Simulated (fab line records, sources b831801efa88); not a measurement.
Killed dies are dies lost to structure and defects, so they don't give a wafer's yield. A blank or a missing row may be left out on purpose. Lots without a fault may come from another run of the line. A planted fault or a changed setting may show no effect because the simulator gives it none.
Which tool did it? | flow gf180mcu | 7 lots, 21 wafers sampled, at 3 steps of a route of 602

WHAT THE GAUGES READ, wafer by wafer
GF_VT_IMPLANT_TW_MEAS_21.
lot  | measured     | on            | VT_IMPLANT_2_TW
L712 | day 6 17:37  | film_metro-04 | 1199 1204 1202
L715 | day 7 11:37  | film_metro-01 | 1209 1205 1204
L719 | day 8 11:20  | film_metro-04 | 1196 1204 1197
L724 | day 9 19:26  | film_metro-01 | 1204 1202 1203
L729 | day 11 03:36 | film_metro-01 | 1213 1214 1218
L732 | day 11 21:39 | film_metro-01 | 1211 1216 1217
L734 | day 12 08:41 | film_metro-01 | 1211 1215 1211

WHICH TOOL RAN EACH LOT (tool, then ch and the chambers of the sampled wafers, then the start)
lot  | GF_MVPSD_DEVELOP_06               | GF_VT_IMPLANT_STRIP_20
L712 | litho_track-03 ch 0, day 5 10:00  | plasma_asher-02 ch 0,1, day 6 17:31
L715 | litho_track-01 ch 0, day 6 02:00  | plasma_asher-01 ch 0,1, day 7 11:31
L719 | litho_track-01 ch 0, day 7 01:00  | plasma_asher-01 ch 0,1, day 8 11:14
L724 | litho_track-03 ch 0, day 8 09:00  | plasma_asher-02 ch 0,1, day 9 19:20
L729 | litho_track-03 ch 0, day 9 14:00  | plasma_asher-01 ch 0,1, day 11 03:31
L732 | litho_track-02 ch 0, day 10 07:00 | plasma_asher-04 ch 0,1, day 11 21:33
L734 | litho_track-01 ch 0, day 10 18:00 | plasma_asher-04 ch 0,1, day 12 08:35
- GF_MVPSD_DEVELOP_06: develop time 60 s.
- GF_VT_IMPLANT_STRIP_20: strips in O2/N2.

THE ANSWER, worked out from the rows above alone
Rule: what is usual is taken from the lots themselves. Put in order of their means at a reading, lots are off if they are a third of the lots or fewer, leave a main group of 4 or more, and stand apart from it by a gap of 3 or more times the standard deviation of the main group's means; of several such gaps the widest counts. A main group whose means are all the same, to the digits that the tables above print for the reading, isn't used. A lot without any number at a reading at which 4 lots or more have one is off too. The other lots that the step has rows for count as sound.
No lot is off at any reading shown: from this, nothing can be told.

WHAT THE SIMULATOR HAD PUT IN
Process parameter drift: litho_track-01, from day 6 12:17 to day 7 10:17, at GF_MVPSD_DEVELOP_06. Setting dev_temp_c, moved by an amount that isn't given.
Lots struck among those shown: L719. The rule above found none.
